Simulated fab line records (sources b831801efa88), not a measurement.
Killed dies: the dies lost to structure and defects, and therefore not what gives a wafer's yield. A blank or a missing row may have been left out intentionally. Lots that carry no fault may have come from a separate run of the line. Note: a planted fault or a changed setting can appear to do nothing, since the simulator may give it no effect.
Comparing a struck lot with a sound one / flow sky130 / 43 out of 708 route steps
Sound: these wafers, L338.1, L338.3, L338.6. Struck: wafer L325.6. (L325.3 of the same lot was not struck and is left out.) The cause comes at the end.
For every step that has rows: the tool of each side, followed by ch and its chambers, followed by its first start. Under that, the readings that differ: sound wafers / struck wafers / difference of the means / sigmas: that difference in standard deviations of wafers without a fault.
alike: a reading whose means differ by less than 2 such deviations, as well as words and numbers matching on both sides. not compared: withheld readings; readings where some wafer has no value; bounds like >300 that might hide an equal value; numbers whose values overlap and for which the record gives no deviation.
Wherever a step has rows on one side only, a row that says differs or no value, or a row with sigmas, the two part there. When numbers do not overlap yet have no deviation, they are printed without sigmas and do not part them. Lack of a reading on every wafer of one side parts them only where that side has two or more wafers.

SKY_VT_ADJUST_LVTN_OVL_MEAS_07:
  sound on overlay-01, day 12 20:49; struck on overlay-02, day 9 06:30
  alike: VT_ADJUST_LVTN_OVL
then, 1 step without rows for these wafers: SKY_VT_ADJUST_LVTN_IMPLANT_08.
SKY_VT_ADJUST_LVTN_STRIP_09: strips in O2/N2.
  sound on plasma_asher-02 ch 0,1, day 12 21:00; struck on plasma_asher-01 ch 0, day 9 06:43
  alike: drypump_motor_current_A, oes_product_au, strip_time_to_endpoint_s
  not compared: rf_hours_counter_h
SKY_VT_ADJUST_LVTN_TW_MEAS_10:
  sound on film_metro-04, day 12 21:06; struck on film_metro-01, day 9 06:48
reading=VT_ADJUST_LVTN_TW; sound=242.0 240.4 242.3; struck=235.2; difference=-6.4; sigmas=-2
then, 7 steps without rows for these wafers: SKY_VT_ADJUST_LVTN_DEHYDRATE_11 (time 60 s); SKY_VT_ADJUST_LVTN_HMDS_12 (prime time 60 s); SKY_VT_ADJUST_LVTN_COAT_13 (resist thk 1140 nm); SKY_VT_ADJUST_LVTN_SOFTBAKE_14 (time 60 s); SKY_VT_ADJUST_LVTN_EXPOSE_15 (exposes mask HVN STD DERIVED, target cd 600 nm); SKY_VT_ADJUST_LVTN_PEB_16; SKY_VT_ADJUST_LVTN_DEVELOP_17 (develop time 60 s).
SKY_VT_ADJUST_LVTN_OVL_MEAS_18:
  sound on overlay-01, day 13 20:55; struck on overlay-01, day 10 04:01
  alike: VT_ADJUST_LVTN_01_OVL
SKY_VT_ADJUST_LVTN_IMPLANT_19:
  sound on implanter-04 ch 0, day 13 20:56; struck on implanter-03 ch 0, day 10 04:06
  alike: beam_energy_keV
SKY_VT_ADJUST_LVTN_STRIP_20: strips in O2/N2.
  sound on plasma_asher-02 ch 0,1, day 13 21:05; struck on plasma_asher-04 ch 0, day 10 04:14
reading=strip_time_to_endpoint_s (s); sound=14.08 14.15 14.17; struck=14.22; difference=+0.09; sigmas=+2
  alike: drypump_motor_current_A, oes_product_au
  not compared: rf_hours_counter_h
SKY_VT_ADJUST_LVTN_TW_MEAS_21:
  sound on film_metro-04, day 13 21:11; struck on film_metro-02, day 10 04:19
  alike: VT_ADJUST_LVTN_2_TW
then, 7 steps without rows for these wafers: SKY_VT_ADJUST_NCORE_DEHYDRATE_00 (time 60 s); SKY_VT_ADJUST_NCORE_HMDS_01 (prime time 60 s); SKY_VT_ADJUST_NCORE_COAT_02 (resist thk 1140 nm); SKY_VT_ADJUST_NCORE_SOFTBAKE_03 (time 60 s); SKY_VT_ADJUST_NCORE_EXPOSE_04 (exposes mask LVTN COMPLEMENT THIN, target cd 380 nm); SKY_VT_ADJUST_NCORE_PEB_05; SKY_VT_ADJUST_NCORE_DEVELOP_06 (develop time 60 s).
SKY_VT_ADJUST_NCORE_CD_MEAS_07 targets a cd of 380 nm.
  sound on cd_sem-01, day 14 21:54; struck on cd_sem-02, day 11 03:11
  alike: cd_nm
SKY_VT_ADJUST_NCORE_OVL_MEAS_08:
  sound on overlay-02, day 14 22:01; struck on overlay-01, day 11 03:17
  alike: VT_ADJUST_NCORE_OVL
then, 1 step without rows for these wafers: SKY_VT_ADJUST_NCORE_IMPLANT_09.
SKY_VT_ADJUST_NCORE_STRIP_10: strips in O2/N2.
  sound on plasma_asher-03 ch 1, day 14 22:13; struck on plasma_asher-03 ch 1, day 11 03:29
reading=oes_product_au (a.u.); sound=0.713 0.704 0.720; struck=0.726; difference=+0.014; sigmas=+3
  alike: drypump_motor_current_A, strip_time_to_endpoint_s
  not compared: rf_hours_counter_h
SKY_VT_ADJUST_NCORE_TW_MEAS_11:
  sound on film_metro-01, day 14 22:19; struck on film_metro-01, day 11 03:35
  alike: VT_ADJUST_NCORE_TW
then, 7 steps without rows for these wafers: SKY_VT_ADJUST_HVTR_DEHYDRATE_00 (time 60 s); SKY_VT_ADJUST_HVTR_HMDS_01 (prime time 60 s); SKY_VT_ADJUST_HVTR_COAT_02 (resist thk 1140 nm); SKY_VT_ADJUST_HVTR_SOFTBAKE_03 (time 60 s); SKY_VT_ADJUST_HVTR_EXPOSE_04 (exposes mask HVTRM, target cd 380 nm); SKY_VT_ADJUST_HVTR_PEB_05; SKY_VT_ADJUST_HVTR_DEVELOP_06 (develop time 60 s).
SKY_VT_ADJUST_HVTR_CD_MEAS_07 targets a cd of 380 nm.
  sound on cd_sem-02, day 15 23:34; struck on cd_sem-01, day 12 03:05
reading=cd_nm (nm); sound=378 377 381; struck=387; difference=+8; sigmas=+3
SKY_VT_ADJUST_HVTR_OVL_MEAS_08:
  sound on overlay-01, day 15 23:41; struck on overlay-02, day 12 03:11
  alike: VT_ADJUST_HVTR_OVL
then, 1 step without rows for these wafers: SKY_VT_ADJUST_HVTR_IMPLANT_09.
SKY_VT_ADJUST_HVTR_STRIP_10: strips in O2/N2.
  sound on plasma_asher-02 ch 0,1, day 15 23:52; struck on plasma_asher-03 ch 1, day 12 03:23
  alike: drypump_motor_current_A, oes_product_au, strip_time_to_endpoint_s
  not compared: rf_hours_counter_h
SKY_VT_ADJUST_HVTR_TW_MEAS_11:
  sound on film_metro-04, day 15 23:58; struck on film_metro-04, day 12 03:29
  alike: VT_ADJUST_HVTR_TW
then, 3 steps without rows for these wafers: SKY_VT_ADJUST_PCH_DEHYDRATE_00 (time 60 s); SKY_VT_ADJUST_PCH_HMDS_01 (prime time 60 s); SKY_VT_ADJUST_PCH_COAT_02 (resist thk 3000 nm).
-- record jumps: 38 days separate the struck wafers' starts on either side; left off in module VT_ADJUST_PCH, taken up again in module PAD_OPEN, whose first shown step is the route's number 708 --
SKY_PAD_OPEN_PROBE_99:
  sound on prober-01, day 50 13:01; struck on prober-01, day 49 15:37
reading=model.etest.nfet_g5v0d10v5.vt_v_range; sound=0.01085 0.01254 0.01106; struck=0.03535; difference=+0.02387; sigmas=
  alike: killed_at_M0_to_M3, killed_at_M4_up, killed_at_contacts, killed_at_front_end, killed_at_other, killed_dies, killed_open, killed_short

== WHERE THEY PART ==
At SKY_VT_ADJUST_LVTN_TW_MEAS_10 first; at SKY_VT_ADJUST_HVTR_CD_MEAS_07 last (within this record only). Later steps at which nothing parts them and some readings are alike: SKY_VT_ADJUST_HVTR_OVL_MEAS_08, SKY_VT_ADJUST_HVTR_STRIP_10, SKY_VT_ADJUST_HVTR_TW_MEAS_11, SKY_PAD_OPEN_PROBE_99.

WHY: the cause the simulator had injected
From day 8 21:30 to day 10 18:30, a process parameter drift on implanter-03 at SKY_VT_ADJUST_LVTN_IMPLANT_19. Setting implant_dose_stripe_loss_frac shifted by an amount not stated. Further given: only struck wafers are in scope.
